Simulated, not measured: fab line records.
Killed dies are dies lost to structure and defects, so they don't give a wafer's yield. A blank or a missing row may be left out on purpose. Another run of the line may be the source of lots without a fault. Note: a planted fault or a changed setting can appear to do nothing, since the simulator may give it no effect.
The tool behind it: which one? || flow gf180mcu || 11 lots, 33 wafers sampled, at 6 steps of a route of 602

WHAT EACH GAUGE READ, for each wafer
GF_HV_LDD_TW_MEAS_38. Usual: HV_LDD_3_TW typically reads 1427, with standard deviation 10.
{"lot": "L742", "measured": "day 11 17:41", "on": "filmMetro-04", "HV_LDD_3_TW": "1430 1428 1423", "flag": ""}
{"lot": "L743", "measured": "day 12 01:55", "on": "filmMetro-04", "HV_LDD_3_TW": "1432 1435 1428", "flag": ""}
{"lot": "L744", "measured": "day 12 09:07", "on": "filmMetro-04", "HV_LDD_3_TW": "1433 1429 1438", "flag": ""}
{"lot": "L746", "measured": "day 12 22:15", "on": "filmMetro-01", "HV_LDD_3_TW": "1444 1435 1442", "flag": ""}
{"lot": "L747", "measured": "day 13 13:39", "on": "filmMetro-04", "HV_LDD_3_TW": "1326 1328 1326", "flag": "OFF"}
{"lot": "L750", "measured": "day 15 02:06", "on": "filmMetro-01", "HV_LDD_3_TW": "1334 1326 1335", "flag": "OFF"}
{"lot": "L758", "measured": "day 17 11:59", "on": "filmMetro-03", "HV_LDD_3_TW": "1415 1404 1415", "flag": ""}
{"lot": "L759", "measured": "day 17 11:41", "on": "filmMetro-03", "HV_LDD_3_TW": "1407 1411 1409", "flag": ""}
{"lot": "L761", "measured": "day 17 23:53", "on": "filmMetro-03", "HV_LDD_3_TW": "1415 1409 1412", "flag": ""}
{"lot": "L762", "measured": "day 18 08:38", "on": "filmMetro-04", "HV_LDD_3_TW": "1422 1429 1430", "flag": ""}
{"lot": "L764", "measured": "day 19 02:07", "on": "filmMetro-03", "HV_LDD_3_TW": "1412 1405 1408", "flag": ""}

GF_HV_LDD_RS_MEAS_53: measures by four-point-probe. Usual: HV_LDD_RS typically reads 418.6 ohm/sq, with standard deviation 0.88.
{"lot": "L742", "measured": "day 12 13:26", "on": "filmMetro-01", "HV_LDD_RS (ohm/sq)": "418.9 417.8 419.3", "flag": ""}
{"lot": "L743", "measured": "day 12 21:36", "on": "filmMetro-03", "HV_LDD_RS (ohm/sq)": "417.9 416.7 416.9", "flag": ""}
{"lot": "L744", "measured": "day 13 04:54", "on": "filmMetro-01", "HV_LDD_RS (ohm/sq)": "418.8 418.6 419.1", "flag": ""}
{"lot": "L746", "measured": "day 13 18:40", "on": "filmMetro-03", "HV_LDD_RS (ohm/sq)": "416.4 417.3 416.2", "flag": ""}
{"lot": "L747", "measured": "day 14 10:41", "on": "filmMetro-01", "HV_LDD_RS (ohm/sq)": "436.1 435.7 435.5", "flag": "OFF"}
{"lot": "L750", "measured": "day 16 00:38", "on": "filmMetro-01", "HV_LDD_RS (ohm/sq)": "436.5 436.2 436.9", "flag": "OFF"}
{"lot": "L758", "measured": "day 18 11:05", "on": "filmMetro-01", "HV_LDD_RS (ohm/sq)": "420.0 419.0 420.2", "flag": ""}
{"lot": "L759", "measured": "day 18 10:44", "on": "filmMetro-03", "HV_LDD_RS (ohm/sq)": "420.0 419.9 420.7", "flag": ""}
{"lot": "L761", "measured": "day 18 23:05", "on": "filmMetro-04", "HV_LDD_RS (ohm/sq)": "419.3 417.7 418.2", "flag": ""}
{"lot": "L762", "measured": "day 19 08:36", "on": "filmMetro-03", "HV_LDD_RS (ohm/sq)": "418.6 418.4 419.3", "flag": ""}
{"lot": "L764", "measured": "day 20 01:27", "on": "filmMetro-01", "HV_LDD_RS (ohm/sq)": "419.8 419.6 418.4", "flag": ""}

WHICH TOOL RAN EACH LOT (tool, then ch and the chambers of the sampled wafers, then the start)
{"lot": "L742", "GF_VT_IMPLANT_RTA_45": "rtpAnneal-02 ch 0, day 7 16:17", "GF_DUAL_GATE_STRIP_13": "plasmaAsher-02 ch 0,1, day 8 11:49", "GF_POLY_GATE_ETCH_12": "rieDiel-01 ch 0,1,2, day 9 07:54", "GF_HV_LDD_IMPLANT_34": "implanter-01 ch 0, day 11 17:08"}
{"lot": "L743", "GF_VT_IMPLANT_RTA_45": "rtpAnneal-02 ch 0, day 7 23:43", "GF_DUAL_GATE_STRIP_13": "plasmaAsher-04 ch 0,1, day 8 18:31", "GF_POLY_GATE_ETCH_12": "rieDiel-04 ch 1,3, day 9 16:21", "GF_HV_LDD_IMPLANT_34": "implanter-02 ch 0, day 12 01:23"}
{"lot": "L744", "GF_VT_IMPLANT_RTA_45": "rtpAnneal-02 ch 0, day 8 07:10", "GF_DUAL_GATE_STRIP_13": "plasmaAsher-04 ch 0, day 9 02:03", "GF_POLY_GATE_ETCH_12": "rieDiel-03 ch 1,2,3, day 9 22:50", "GF_HV_LDD_IMPLANT_34": "implanter-01 ch 0, day 12 08:35"}
{"lot": "L746", "GF_VT_IMPLANT_RTA_45": "rtpAnneal-01 ch 0, day 8 19:47", "GF_DUAL_GATE_STRIP_13": "plasmaAsher-01 ch 0,1, day 9 15:12", "GF_POLY_GATE_ETCH_12": "rieDiel-01 ch 0,2, day 10 11:41", "GF_HV_LDD_IMPLANT_34": "implanter-02 ch 0, day 12 21:44"}
{"lot": "L747", "GF_VT_IMPLANT_RTA_45": "rtpAnneal-02 ch 0, day 9 06:59", "GF_DUAL_GATE_STRIP_13": "plasmaAsher-04 ch 0, day 10 02:31", "GF_POLY_GATE_ETCH_12": "rieDiel-01 ch 0,2,3, day 11 00:08", "GF_HV_LDD_IMPLANT_34": "implanter-02 ch 0, day 13 13:06"}
{"lot": "L750", "GF_VT_IMPLANT_RTA_45": "rtpAnneal-02 ch 0, day 10 14:50", "GF_DUAL_GATE_STRIP_13": "plasmaAsher-02 ch 0,1, day 11 11:46", "GF_POLY_GATE_ETCH_12": "rieDiel-04 ch 1,2,3, day 12 10:11", "GF_HV_LDD_IMPLANT_34": "implanter-02 ch 0, day 15 01:33"}
{"lot": "L758", "GF_VT_IMPLANT_RTA_45": "rtpAnneal-02 ch 0, day 12 12:24", "GF_DUAL_GATE_STRIP_13": "plasmaAsher-01 ch 0,1, day 13 11:32", "GF_POLY_GATE_ETCH_12": "rieDiel-03 ch 2,3, day 14 14:20", "GF_HV_LDD_IMPLANT_34": "implanter-01 ch 0, day 17 11:26"}
{"lot": "L759", "GF_VT_IMPLANT_RTA_45": "rtpAnneal-02 ch 0, day 12 15:08", "GF_DUAL_GATE_STRIP_13": "plasmaAsher-01 ch 0,1, day 13 13:13", "GF_POLY_GATE_ETCH_12": "rieDiel-01 ch 1,2,3, day 14 13:59", "GF_HV_LDD_IMPLANT_34": "implanter-03 ch 0, day 17 11:08"}
{"lot": "L761", "GF_VT_IMPLANT_RTA_45": "rtpAnneal-02 ch 0, day 13 01:11", "GF_DUAL_GATE_STRIP_13": "plasmaAsher-02 ch 0, day 14 01:01", "GF_POLY_GATE_ETCH_12": "rieDiel-01 ch 1,2,3, day 15 02:50", "GF_HV_LDD_IMPLANT_34": "implanter-02 ch 0, day 17 23:20"}
{"lot": "L762", "GF_VT_IMPLANT_RTA_45": "rtpAnneal-02 ch 0, day 13 10:02", "GF_DUAL_GATE_STRIP_13": "plasmaAsher-02 ch 0,1, day 14 09:17", "GF_POLY_GATE_ETCH_12": "rieDiel-04 ch 0,1,2, day 15 10:17", "GF_HV_LDD_IMPLANT_34": "implanter-03 ch 0, day 18 08:07"}
{"lot": "L764", "GF_VT_IMPLANT_RTA_45": "rtpAnneal-01 ch 0, day 13 23:40", "GF_DUAL_GATE_STRIP_13": "plasmaAsher-04 ch 0,1, day 14 23:50", "GF_POLY_GATE_ETCH_12": "rieDiel-04 ch 2,3, day 16 02:17", "GF_HV_LDD_IMPLANT_34": "implanter-02 ch 0, day 19 01:34"}
- GF_VT_IMPLANT_RTA_45: time 30 s.
- GF_DUAL_GATE_STRIP_13: strips in O2/N2.
- GF_POLY_GATE_ETCH_12: etches BARC in N2/H2.
- GF_HV_LDD_IMPLANT_34

AS READ BY THE TOOLS THEMSELVES (means over the sampled wafers that have a number; for cases with no such wafer, the mark the record gives instead)
GF_VT_IMPLANT_RTA_45. Usual: lampPowerPct 38.2 %, standard deviation 0.37; wafer_temp_C_max 1054.9, standard deviation 1.3.
{"lot": "L742", "tool": "rtpAnneal-02", "lampPowerPct (%)": 37.9, "wafer_temp_C_max": 1055.4, "flag": ""}
{"lot": "L743", "tool": "rtpAnneal-02", "lampPowerPct (%)": 37.9, "wafer_temp_C_max": 1055.0, "flag": ""}
{"lot": "L744", "tool": "rtpAnneal-02", "lampPowerPct (%)": 37.9, "wafer_temp_C_max": 1055.2, "flag": ""}
{"lot": "L746", "tool": "rtpAnneal-01", "lampPowerPct (%)": 38.6, "wafer_temp_C_max": 1053.5, "flag": ""}
{"lot": "L747", "tool": "rtpAnneal-02", "lampPowerPct (%)": 37.9, "wafer_temp_C_max": 1055.2, "flag": ""}
{"lot": "L750", "tool": "rtpAnneal-02", "lampPowerPct (%)": 37.9, "wafer_temp_C_max": 1055.5, "flag": ""}
{"lot": "L758", "tool": "rtpAnneal-02", "lampPowerPct (%)": 37.9, "wafer_temp_C_max": 1055.9, "flag": ""}
{"lot": "L759", "tool": "rtpAnneal-02", "lampPowerPct (%)": 37.9, "wafer_temp_C_max": 1055.5, "flag": ""}
{"lot": "L761", "tool": "rtpAnneal-02", "lampPowerPct (%)": 37.8, "wafer_temp_C_max": 1056.3, "flag": ""}
{"lot": "L762", "tool": "rtpAnneal-02", "lampPowerPct (%)": 37.9, "wafer_temp_C_max": 1055.0, "flag": ""}
{"lot": "L764", "tool": "rtpAnneal-01", "lampPowerPct (%)": 38.6, "wafer_temp_C_max": 1053.6, "flag": ""}

GF_DUAL_GATE_STRIP_13. Usual: drypumpMotorCurrentA 6.1 A, standard deviation 0.36; heaterPowerW 320 W, standard deviation 29; o2FlowSccm 3001 sccm, standard deviation 9; oesProductAu 0.716 a.u., standard deviation 0.0044; stripTimeToEndpointS 12.62 s, standard deviation 0.032.
{"lot": "L742", "tool": "plasmaAsher-02", "drypumpMotorCurrentA (A)": 5.7, "heaterPowerW (W)": 343, "o2FlowSccm (sccm)": 3001, "oesProductAu (a.u.)": 0.718, "stripTimeToEndpointS (s)": 12.61, "flag": ""}
{"lot": "L743", "tool": "plasmaAsher-04", "drypumpMotorCurrentA (A)": 6.0, "heaterPowerW (W)": 296, "o2FlowSccm (sccm)": 3002, "oesProductAu (a.u.)": 0.715, "stripTimeToEndpointS (s)": 12.65, "flag": ""}
{"lot": "L744", "tool": "plasmaAsher-04", "drypumpMotorCurrentA (A)": 6.0, "heaterPowerW (W)": 287, "o2FlowSccm (sccm)": 3013, "oesProductAu (a.u.)": 0.715, "stripTimeToEndpointS (s)": 12.61, "flag": ""}
{"lot": "L746", "tool": "plasmaAsher-01", "drypumpMotorCurrentA (A)": 6.5, "heaterPowerW (W)": 324, "o2FlowSccm (sccm)": 3010, "oesProductAu (a.u.)": 0.713, "stripTimeToEndpointS (s)": 12.65, "flag": ""}
{"lot": "L747", "tool": "plasmaAsher-04", "drypumpMotorCurrentA (A)": 6.0, "heaterPowerW (W)": 285, "o2FlowSccm (sccm)": 3004, "oesProductAu (a.u.)": 0.716, "stripTimeToEndpointS (s)": 12.58, "flag": ""}
{"lot": "L750", "tool": "plasmaAsher-02", "drypumpMotorCurrentA (A)": 6.0, "heaterPowerW (W)": 346, "o2FlowSccm (sccm)": 3002, "oesProductAu (a.u.)": 0.717, "stripTimeToEndpointS (s)": 12.62, "flag": ""}
{"lot": "L758", "tool": "plasmaAsher-01", "drypumpMotorCurrentA (A)": 6.5, "heaterPowerW (W)": 324, "o2FlowSccm (sccm)": 3004, "oesProductAu (a.u.)": 0.715, "stripTimeToEndpointS (s)": 12.63, "flag": ""}
{"lot": "L759", "tool": "plasmaAsher-01", "drypumpMotorCurrentA (A)": 6.4, "heaterPowerW (W)": 351, "o2FlowSccm (sccm)": 3002, "oesProductAu (a.u.)": 0.712, "stripTimeToEndpointS (s)": 12.62, "flag": ""}
{"lot": "L761", "tool": "plasmaAsher-02", "drypumpMotorCurrentA (A)": 5.4, "heaterPowerW (W)": 347, "o2FlowSccm (sccm)": 3005, "oesProductAu (a.u.)": 0.718, "stripTimeToEndpointS (s)": 12.61, "flag": ""}
{"lot": "L762", "tool": "plasmaAsher-02", "drypumpMotorCurrentA (A)": 5.7, "heaterPowerW (W)": 343, "o2FlowSccm (sccm)": 2996, "oesProductAu (a.u.)": 0.716, "stripTimeToEndpointS (s)": 12.61, "flag": ""}
{"lot": "L764", "tool": "plasmaAsher-04", "drypumpMotorCurrentA (A)": 6.0, "heaterPowerW (W)": 292, "o2FlowSccm (sccm)": 2998, "oesProductAu (a.u.)": 0.714, "stripTimeToEndpointS (s)": 12.62, "flag": ""}

GF_POLY_GATE_ETCH_12. Usual: drypumpMotorCurrentA 5.6 A, standard deviation 0.49; oesProductAu 0.735 a.u., standard deviation 0.005; throttleValvePct 13.213 %, standard deviation 0.009.
{"lot": "L742", "tool": "rieDiel-01", "drypumpMotorCurrentA (A)": 5.4, "oesProductAu (a.u.)": 0.735, "throttleValvePct (%)": 13.202, "flag": ""}
{"lot": "L743", "tool": "rieDiel-04", "drypumpMotorCurrentA (A)": 5.4, "oesProductAu (a.u.)": 0.730, "throttleValvePct (%)": 13.209, "flag": ""}
{"lot": "L744", "tool": "rieDiel-03", "drypumpMotorCurrentA (A)": 5.6, "oesProductAu (a.u.)": 0.735, "throttleValvePct (%)": 13.220, "flag": ""}
{"lot": "L746", "tool": "rieDiel-01", "drypumpMotorCurrentA (A)": 5.1, "oesProductAu (a.u.)": 0.734, "throttleValvePct (%)": 13.220, "flag": ""}
{"lot": "L747", "tool": "rieDiel-01", "drypumpMotorCurrentA (A)": 5.4, "oesProductAu (a.u.)": 0.736, "throttleValvePct (%)": 13.211, "flag": ""}
{"lot": "L750", "tool": "rieDiel-04", "drypumpMotorCurrentA (A)": 5.7, "oesProductAu (a.u.)": 0.736, "throttleValvePct (%)": 13.219, "flag": ""}
{"lot": "L758", "tool": "rieDiel-03", "drypumpMotorCurrentA (A)": 5.7, "oesProductAu (a.u.)": 0.735, "throttleValvePct (%)": 13.219, "flag": ""}
{"lot": "L759", "tool": "rieDiel-01", "drypumpMotorCurrentA (A)": 5.7, "oesProductAu (a.u.)": 0.737, "throttleValvePct (%)": 13.208, "flag": ""}
{"lot": "L761", "tool": "rieDiel-01", "drypumpMotorCurrentA (A)": 5.7, "oesProductAu (a.u.)": 0.736, "throttleValvePct (%)": 13.209, "flag": ""}
{"lot": "L762", "tool": "rieDiel-04", "drypumpMotorCurrentA (A)": 5.9, "oesProductAu (a.u.)": 0.733, "throttleValvePct (%)": 13.215, "flag": ""}
{"lot": "L764", "tool": "rieDiel-04", "drypumpMotorCurrentA (A)": 5.6, "oesProductAu (a.u.)": 0.741, "throttleValvePct (%)": 13.219, "flag": ""}

GF_HV_LDD_IMPLANT_34. Usual: beamOnS 10.00 s, standard deviation 0.19; doseIonsCm2 7.499e+12, standard deviation 8.4e+09; faradayCurrentUA 42.3, standard deviation 0.81.
{"lot": "L742", "tool": "implanter-01", "beamOnS (s)": 10.08, "doseIonsCm2": 7.511e+12, "faradayCurrentUA": 42.1, "flag": ""}
{"lot": "L743", "tool": "implanter-02", "beamOnS (s)": 9.88, "doseIonsCm2": 7.505e+12, "faradayCurrentUA": 42.9, "flag": ""}
{"lot": "L744", "tool": "implanter-01", "beamOnS (s)": 10.08, "doseIonsCm2": 7.505e+12, "faradayCurrentUA": 42.0, "flag": ""}
{"lot": "L746", "tool": "implanter-02", "beamOnS (s)": 10.11, "doseIonsCm2": 7.493e+12, "faradayCurrentUA": 41.8, "flag": ""}
{"lot": "L747", "tool": "implanter-02", "beamOnS (s)": 10.00, "doseIonsCm2": 1.356e+12, "faradayCurrentUA": 7.7, "flag": "OFF"}
{"lot": "L750", "tool": "implanter-02", "beamOnS (s)": 9.98, "doseIonsCm2": 1.359e+12, "faradayCurrentUA": 7.7, "flag": "OFF"}
{"lot": "L758", "tool": "implanter-01", "beamOnS (s)": 9.85, "doseIonsCm2": 7.505e+12, "faradayCurrentUA": 43.0, "flag": ""}
{"lot": "L759", "tool": "implanter-03", "beamOnS (s)": 10.02, "doseIonsCm2": 7.502e+12, "faradayCurrentUA": 42.2, "flag": ""}
{"lot": "L761", "tool": "implanter-02", "beamOnS (s)": 10.13, "doseIonsCm2": 7.494e+12, "faradayCurrentUA": 41.9, "flag": ""}
{"lot": "L762", "tool": "implanter-03", "beamOnS (s)": 10.07, "doseIonsCm2": 7.499e+12, "faradayCurrentUA": 42.1, "flag": ""}
{"lot": "L764", "tool": "implanter-02", "beamOnS (s)": 10.27, "doseIonsCm2": 7.491e+12, "faradayCurrentUA": 41.2, "flag": ""}

THE ANSWER, worked out from the rows above alone
Rule: take the mean of a lot's wafers that have a number; if it is more than 3 standard deviations from the usual mean, the lot is off. A lot without any number at a reading at which 4 lots or more have one is off too. The other lots that the step has rows for count as sound. The gauges are gone through in route order, then the tools' own readings, and for those a lot's mean is taken as printed above. At the first step where some lot is off, the reading lying furthest off is the one used; lots without a number count as furthest.
Off: at GF_HV_LDD_TW_MEAS_38 (HV_LDD_3_TW), L747, L750.
If a tool, at a process step before that reading, ran all the lots that are off and no sound lot after the first of them, it fits. Not tried: the gauges at GF_HV_LDD_TW_MEAS_38; whatever is off there is also off at GF_HV_LDD_IMPLANT_34, on other tools, and gauge error can't account for it. No candidate that was tried fits.

WHAT THE SIMULATOR PUT IN
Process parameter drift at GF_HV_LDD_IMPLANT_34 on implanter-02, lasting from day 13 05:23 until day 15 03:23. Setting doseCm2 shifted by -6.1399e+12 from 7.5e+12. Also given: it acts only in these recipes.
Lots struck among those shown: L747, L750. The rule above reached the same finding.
